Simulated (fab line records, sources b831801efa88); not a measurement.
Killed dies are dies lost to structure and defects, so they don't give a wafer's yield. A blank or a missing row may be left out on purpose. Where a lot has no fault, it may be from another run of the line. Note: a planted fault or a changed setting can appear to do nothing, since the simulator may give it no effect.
Check for tools in common + flow sky130 + 12 lots, 42 wafers sampled

## WHAT PROMPTED THE OPENING
SKY_VIA3_RS_MEAS_22, reading VIA3_W_RS: flagged on 2 of 12 lots. Fault-free wafers read 0.2936 ohm/sq, with a standard deviation of 0.0029.
Rule: a lot gets a flag if all its wafers with a number sit over 4 standard deviations from that mean, or if no wafer of it has a number. As for the other lots, they are considered sound.

| lot  | measured     | on            | VIA3_W_RS (ohm/sq), wafer by wafer        | flag    |
|------|--------------|---------------|-------------------------------------------|---------|
| L733 | day 40 20:47 | film-metro-02 | 0.2944 0.2927 0.2921                      |         |
| L732 | day 40 21:20 | film-metro-04 | 0.2887 0.2903 0.2867                      |         |
| L734 | day 41 06:49 | film-metro-04 | 0.2932 0.2918 0.2961                      |         |
| L736 | day 41 17:11 | film-metro-04 | 0.2939 0.2933 0.2943                      |         |
| L737 | day 41 23:14 | film-metro-02 | 0.2934 0.2934 0.2915                      |         |
| L739 | day 42 23:04 | film-metro-02 | 57.508 56.802 57.076 57.637 56.775 57.038 | FLAGGED |
| L741 | day 43 00:25 | film-metro-04 | 56.400 55.644 57.442 56.425 55.666 57.474 | FLAGGED |
| L747 | day 44 17:32 | film-metro-03 | 0.2904 0.2906 0.2889                      |         |
| L748 | day 45 09:08 | film-metro-02 | 0.2988 0.2974 0.2919                      |         |
| L750 | day 45 14:25 | film-metro-03 | 0.2996 0.2992 0.2961                      |         |
| L751 | day 46 06:04 | film-metro-03 | 0.2940 0.2922 0.2973                      |         |
| L753 | day 46 19:03 | film-metro-03 | 0.2913 0.2923 0.2925                      |         |
Flagged lots average 56.8239 ohm/sq: +56.5303 ohm/sq relative to the usual, that is +99 or more standard deviations.

## WHICH TOOL RAN EACH LOT
3 process steps preceding the reading are held in the record, out of 708 steps in the route. In each cell: the tool, then ch and the chambers that the sampled wafers went through, then the start.
| lot  | flag    | SKY_CAPM_CVD_00                 | SKY_VIA3_ETCH_15                   | SKY_VIA3_CVD_21               |
|------|---------|---------------------------------|------------------------------------|-------------------------------|
| L733 |         | pecvd-02 ch 0,2, day 37 12:45   | rie-diel-04 ch 1,2, day 40 19:57   | cvd-w-01 ch 0,1, day 40 20:40 |
| L732 |         | pecvd-04 ch 0,2, day 37 13:13   | rie-diel-02 ch 1,2,3, day 40 20:29 | cvd-w-01 ch 0,1, day 40 21:12 |
| L734 |         | pecvd-01 ch 0,1,2, day 37 23:37 | rie-diel-01 ch 1,3, day 41 05:56   | cvd-w-02 ch 0,1, day 41 06:41 |
| L736 |         | pecvd-01 ch 1,2, day 38 10:58   | rie-diel-01 ch 0,2, day 41 16:20   | cvd-w-01 ch 0,1, day 41 17:03 |
| L737 |         | pecvd-02 ch 0,1,2, day 38 16:43 | rie-diel-01 ch 0,1,3, day 41 22:21 | cvd-w-02 ch 0,1, day 41 23:07 |
| L739 | FLAGGED | pecvd-01 ch 0,1,2, day 39 16:38 | rie-diel-02 ch 1,3, day 42 22:14   | cvd-w-01 ch 0,1, day 42 22:57 |
| L741 | FLAGGED | pecvd-04 ch 0,1,2, day 39 18:23 | rie-diel-04 ch 0,1, day 42 23:32   | cvd-w-01 ch 0,1, day 43 00:18 |
| L747 |         | pecvd-01 ch 0,2, day 41 15:11   | rie-diel-02 ch 0,1,2, day 44 16:36 | cvd-w-02 ch 0,1, day 44 17:25 |
| L748 |         | pecvd-04 ch 0,2, day 42 07:37   | rie-diel-04 ch 0,2,3, day 45 08:15 | cvd-w-01 ch 0,1, day 45 09:01 |
| L750 |         | pecvd-04 ch 0,2, day 42 14:16   | rie-diel-02 ch 0,1,3, day 45 13:35 | cvd-w-02 ch 0,1, day 45 14:18 |
| L751 |         | pecvd-01 ch 0,2, day 43 07:46   | rie-diel-01 ch 1,2, day 46 05:05   | cvd-w-01 ch 0, day 46 05:49   |
| L753 |         | pecvd-04 ch 0,2, day 43 22:14   | rie-diel-01 ch 0,3, day 46 17:47   | cvd-w-02 ch 0,1, day 46 18:56 |
What is done by these steps:
- SKY_CAPM_CVD_00: deposits SiO2, target thk 15.5 nm.
- SKY_VIA3_ETCH_15: etches SiO2 in C4F8/O2/Ar, stops on TiN, target depth 507 nm, time 78 s.
- SKY_VIA3_CVD_21: deposits W, target thk 390 nm, time 117.31 s.
- SKY_VIA3_RS_MEAS_22: measures by four-point-probe.

## FLAGGED AGAINST TOTAL, ONE TOOL AT A TIME (gauges that did the reading follow at the end)
| step                | tool          | lots run | flagged | share of the flagged lots | sound lots run after its first flagged lot |
|---------------------|---------------|----------|---------|---------------------------|--------------------------------------------|
| SKY_CAPM_CVD_00     | pecvd-01      | 5        | 1       | some                      | 2 (L747,L751)                              |
| SKY_CAPM_CVD_00     | pecvd-02      | 2        | 0       | none                      | -                                          |
| SKY_CAPM_CVD_00     | pecvd-04      | 5        | 1       | some                      | 3 (L748,L750,L753)                         |
| SKY_VIA3_ETCH_15    | rie-diel-01   | 5        | 0       | none                      | -                                          |
| SKY_VIA3_ETCH_15    | rie-diel-02   | 4        | 1       | some                      | 2 (L747,L750)                              |
| SKY_VIA3_ETCH_15    | rie-diel-04   | 3        | 1       | some                      | 1 (L748)                                   |
| SKY_VIA3_CVD_21     | cvd-w-01      | 7        | 2       | all                       | 2 (L748,L751)                              |
| SKY_VIA3_CVD_21     | cvd-w-02      | 5        | 0       | none                      | -                                          |
| SKY_VIA3_RS_MEAS_22 | film-metro-02 | 4        | 1       | some                      | 1 (L748)                                   |
| SKY_VIA3_RS_MEAS_22 | film-metro-03 | 4        | 0       | none                      | -                                          |
| SKY_VIA3_RS_MEAS_22 | film-metro-04 | 4        | 1       | some                      | 0                                          |

## WHAT THE TABLE ALLOWS
All flagged lots share 1 row of the table, namely cvd-w-01 at SKY_VIA3_CVD_21.
- cvd-w-01 at SKY_VIA3_CVD_21 ran 7 lots, 2 of them flagged. Lots that were sound ran on it after the first flagged one (L748, L751); a persistent fault on the entire tool would not allow that. On the flagged lots its readings are blank where sound lots have values: chamber-pressure-Torr, heater-power-outer-w, heater-power-w.
Not one row of the table ran every flagged lot while running no sound lot after the first.

## WHAT THE SIMULATOR PUT IN
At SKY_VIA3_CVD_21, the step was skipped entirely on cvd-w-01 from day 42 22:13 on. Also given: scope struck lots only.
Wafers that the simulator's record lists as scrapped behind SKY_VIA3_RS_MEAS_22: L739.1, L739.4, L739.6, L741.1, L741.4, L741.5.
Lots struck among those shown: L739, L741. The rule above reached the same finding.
